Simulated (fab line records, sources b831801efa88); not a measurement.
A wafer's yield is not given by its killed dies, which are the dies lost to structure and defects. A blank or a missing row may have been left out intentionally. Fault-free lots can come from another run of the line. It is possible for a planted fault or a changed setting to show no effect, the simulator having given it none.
Which tool did it? / flow sky130 / 13 lots, 37 wafers sampled, at 5 steps of a route of 708

== WHAT EACH GAUGE READ, for each wafer ==
SKY_VIA2_OVL_MEAS_13.
lot=L977; measured=day 38 02:09; on=overlay-02; VIA2_OVL (nm)=-3 -8 0
lot=L978; measured=day 38 02:50; on=overlay-02; VIA2_OVL (nm)=-6 -9 -3
lot=L979; measured=day 38 07:06; on=overlay-01; VIA2_OVL (nm)=-3 -4 -9
lot=L981; measured=day 38 15:28; on=overlay-02; VIA2_OVL (nm)=-8 -11 -2
lot=L988; measured=day 40 17:23; on=overlay-02; VIA2_OVL (nm)=-2 3
lot=L989; measured=day 41 06:08; on=overlay-01; VIA2_OVL (nm)=8 2 -1
lot=L990; measured=day 41 06:19; on=overlay-01; VIA2_OVL (nm)=-4 -6
lot=L991; measured=day 42 00:32; on=overlay-01; VIA2_OVL (nm)=-5 -1 -2
lot=L992; measured=day 42 04:43; on=overlay-01; VIA2_OVL (nm)=4 9 -3
lot=L994; measured=day 42 11:13; on=overlay-01; VIA2_OVL (nm)=1 8 1
lot=L993; measured=day 42 12:26; on=overlay-02; VIA2_OVL (nm)=-2 -2 -3
lot=L995; measured=day 42 15:53; on=overlay-01; VIA2_OVL (nm)=0 8 3
lot=L996; measured=day 42 21:21; on=overlay-02; VIA2_OVL (nm)=-11 -9 0

SKY_CAPM_OVL_MEAS_12.
lot=L977; measured=day 39 04:43; on=overlay-01; CAPM_OVL (nm)=1.0 0.4 1.7
lot=L978; measured=day 39 05:40; on=overlay-01; CAPM_OVL (nm)=0.0 0.3 0.5
lot=L979; measured=day 39 09:13; on=overlay-01; CAPM_OVL (nm)=-0.6 1.1 0.3
lot=L981; measured=day 39 17:49; on=overlay-02; CAPM_OVL (nm)=0.4 -1.2 0.0
lot=L988; measured=day 41 18:43; on=overlay-01; CAPM_OVL (nm)=1.1
lot=L989; measured=day 42 07:38; on=overlay-02; CAPM_OVL (nm)=1.5 0.6 -0.4
lot=L990; measured=day 42 08:16; on=overlay-02; CAPM_OVL (nm)=0.7
lot=L991; measured=day 43 00:59; on=overlay-02; CAPM_OVL (nm)=-0.8 2.2
lot=L992; measured=day 43 05:38; on=overlay-01; CAPM_OVL (nm)=-0.1 0.3 -0.6
lot=L994; measured=day 43 11:46; on=overlay-02; CAPM_OVL (nm)=-0.6 2.0 1.3
lot=L993; measured=day 43 13:50; on=overlay-01; CAPM_OVL (nm)=1.7 1.2 -0.2
lot=L995; measured=day 43 16:25; on=overlay-01; CAPM_OVL (nm)=1.1 2.0 0.1
lot=L996; measured=day 43 21:11; on=overlay-02; CAPM_OVL (nm)=0.0 2.6 0.7

== EACH LOT AND THE TOOL THAT RAN IT (in order: tool; ch and the chambers of the sampled wafers; start) ==
lot=L977; SKY_VIA2_CMP_02=cmp-02 ch 0,1,2, day 36 23:35; SKY_VIA2_ETCH_15=rieDiel-03 ch 1,3, day 38 02:14; SKY_VIA2_SPUTTER_20=pvdSputter-03, day 38 02:53
lot=L978; SKY_VIA2_CMP_02=cmp-02 ch 1,2,3, day 37 00:17; SKY_VIA2_ETCH_15=rieDiel-01 ch 1,2,3, day 38 03:29; SKY_VIA2_SPUTTER_20=pvdSputter-03, day 38 04:11
lot=L979; SKY_VIA2_CMP_02=cmp-01 ch 0,1,2, day 37 04:37; SKY_VIA2_ETCH_15=rieDiel-01 ch 2,3, day 38 07:11; SKY_VIA2_SPUTTER_20=pvdSputter-03, day 38 07:54
lot=L981; SKY_VIA2_CMP_02=cmp-02 ch 0,3, day 37 12:40; SKY_VIA2_ETCH_15=rieDiel-01 ch 1,2,3, day 38 15:32; SKY_VIA2_SPUTTER_20=pvdSputter-04, day 38 16:14
lot=L988; SKY_VIA2_CMP_02=cmp-02 ch 3, day 39 17:10; SKY_VIA2_ETCH_15=rieDiel-03 ch 1,3, day 40 17:26; SKY_VIA2_SPUTTER_20=pvdSputter-01, day 40 18:10
lot=L989; SKY_VIA2_CMP_02=cmp-01 ch 0,1, day 40 03:34; SKY_VIA2_ETCH_15=rieDiel-03 ch 0,3, day 41 06:12; SKY_VIA2_SPUTTER_20=pvdSputter-04, day 41 07:00
lot=L990; SKY_VIA2_CMP_02=cmp-02 ch 1,2, day 40 04:56; SKY_VIA2_ETCH_15=rieDiel-04 ch 1,2, day 41 06:25; SKY_VIA2_SPUTTER_20=pvdSputter-01, day 41 07:07
lot=L991; SKY_VIA2_CMP_02=cmp-02 ch 0,3, day 41 00:53; SKY_VIA2_ETCH_15=rieDiel-01 ch 0,2,3, day 42 00:36; SKY_VIA2_SPUTTER_20=pvdSputter-03, day 42 01:16
lot=L992; SKY_VIA2_CMP_02=cmp-01 ch 0,1,2, day 41 04:30; SKY_VIA2_ETCH_15=rieDiel-04 ch 0,1,2, day 42 04:47; SKY_VIA2_SPUTTER_20=pvdSputter-01, day 42 05:27
lot=L994; SKY_VIA2_CMP_02=cmp-01 ch 2,3, day 41 11:40; SKY_VIA2_ETCH_15=rieDiel-01 ch 0,2, day 42 11:17; SKY_VIA2_SPUTTER_20=pvdSputter-01, day 42 11:56
lot=L993; SKY_VIA2_CMP_02=cmp-01 ch 0,2,3, day 41 13:01; SKY_VIA2_ETCH_15=rieDiel-01 ch 0,2,3, day 42 12:30; SKY_VIA2_SPUTTER_20=pvdSputter-01, day 42 13:10
lot=L995; SKY_VIA2_CMP_02=cmp-01 ch 0,1,2, day 41 16:34; SKY_VIA2_ETCH_15=rieDiel-01 ch 0,2, day 42 15:57; SKY_VIA2_SPUTTER_20=pvdSputter-01, day 42 16:37
lot=L996; SKY_VIA2_CMP_02=cmp-01 ch 0,1,2, day 41 21:47; SKY_VIA2_ETCH_15=rieDiel-03 ch 0,1,2, day 42 21:26; SKY_VIA2_SPUTTER_20=pvdSputter-03, day 42 22:05
- SKY_VIA2_CMP_02: polishes SiO2.
- SKY_VIA2_ETCH_15: etches SiO2 in C4F8/O2/Ar, stops on TiN, target depth 546 nm, time 84 s.
- SKY_VIA2_SPUTTER_20: material TiN, target thk 20 nm, time 80 s.

== WHAT THE TOOLS THEMSELVES READ (means of the sampled wafers that have a number; where no wafer has one, the mark that the record gives instead) ==
SKY_VIA2_CMP_02.
lot=L977; tool=cmp-02; motorCurrentA (A)=12.9
lot=L978; tool=cmp-02; motorCurrentA (A)=11.9
lot=L979; tool=cmp-01; motorCurrentA (A)=11.7
lot=L981; tool=cmp-02; motorCurrentA (A)=12.0
lot=L988; tool=cmp-02; motorCurrentA (A)=11.1
lot=L989; tool=cmp-01; motorCurrentA (A)=12.2
lot=L990; tool=cmp-02; motorCurrentA (A)=12.3
lot=L991; tool=cmp-02; motorCurrentA (A)=11.6
lot=L992; tool=cmp-01; motorCurrentA (A)=11.9
lot=L994; tool=cmp-01; motorCurrentA (A)=10.9
lot=L993; tool=cmp-01; motorCurrentA (A)=11.1
lot=L995; tool=cmp-01; motorCurrentA (A)=12.0
lot=L996; tool=cmp-01; motorCurrentA (A)=12.0

SKY_VIA2_ETCH_15.
lot=L977; tool=rieDiel-03; oesProductAu (a.u.)=0.940
lot=L978; tool=rieDiel-01; oesProductAu (a.u.)=0.940
lot=L979; tool=rieDiel-01; oesProductAu (a.u.)=0.935
lot=L981; tool=rieDiel-01; oesProductAu (a.u.)=0.944
lot=L988; tool=rieDiel-03; oesProductAu (a.u.)=0.973
lot=L989; tool=rieDiel-03; oesProductAu (a.u.)=0.942
lot=L990; tool=rieDiel-04; oesProductAu (a.u.)=0.968
lot=L991; tool=rieDiel-01; oesProductAu (a.u.)=0.957
lot=L992; tool=rieDiel-04; oesProductAu (a.u.)=0.944
lot=L994; tool=rieDiel-01; oesProductAu (a.u.)=0.948
lot=L993; tool=rieDiel-01; oesProductAu (a.u.)=0.937
lot=L995; tool=rieDiel-01; oesProductAu (a.u.)=0.944
lot=L996; tool=rieDiel-03; oesProductAu (a.u.)=0.939

SKY_VIA2_SPUTTER_20.
lot=L977; tool=pvdSputter-03; throttleValvePct (%)=29.6
lot=L978; tool=pvdSputter-03; throttleValvePct (%)=29.2
lot=L979; tool=pvdSputter-03; throttleValvePct (%)=29.8
lot=L981; tool=pvdSputter-04; throttleValvePct (%)=31.1
lot=L988; tool=pvdSputter-01; throttleValvePct (%)=29.8
lot=L989; tool=pvdSputter-04; throttleValvePct (%)=31.1
lot=L990; tool=pvdSputter-01; throttleValvePct (%)=30.4
lot=L991; tool=pvdSputter-03; throttleValvePct (%)=29.5
lot=L992; tool=pvdSputter-01; throttleValvePct (%)=30.1
lot=L994; tool=pvdSputter-01; throttleValvePct (%)=30.1
lot=L993; tool=pvdSputter-01; throttleValvePct (%)=30.4
lot=L995; tool=pvdSputter-01; throttleValvePct (%)=30.8
lot=L996; tool=pvdSputter-03; throttleValvePct (%)=29.7

== THE ANSWER, worked out from the rows above alone ==
Rule: what is usual is taken from the lots themselves. The widest of any qualifying gaps counts: lots, ordered by their means at a reading, are off when they make up no more than a third of the lots, leave a main group of 4 or more, and stand apart from it by 3 or more times the standard deviation of that group's means. If all means in a main group match to the digits the tables above print for the reading, that group is not used. Also off: a lot with no number at a reading for which 4 or more lots have one. Where the step has rows for the other lots, those lots are counted as sound. Order of review: gauges by route order, followed by the tools' own readings, for which a lot's mean as printed above is used. At the first step where some lot is off, the reading lying furthest off is the one used; lots without a number count as furthest.
No lot is off at any reading shown: from this, nothing can be told.

== WHAT HAD BEEN PUT IN BY THE SIMULATOR ==
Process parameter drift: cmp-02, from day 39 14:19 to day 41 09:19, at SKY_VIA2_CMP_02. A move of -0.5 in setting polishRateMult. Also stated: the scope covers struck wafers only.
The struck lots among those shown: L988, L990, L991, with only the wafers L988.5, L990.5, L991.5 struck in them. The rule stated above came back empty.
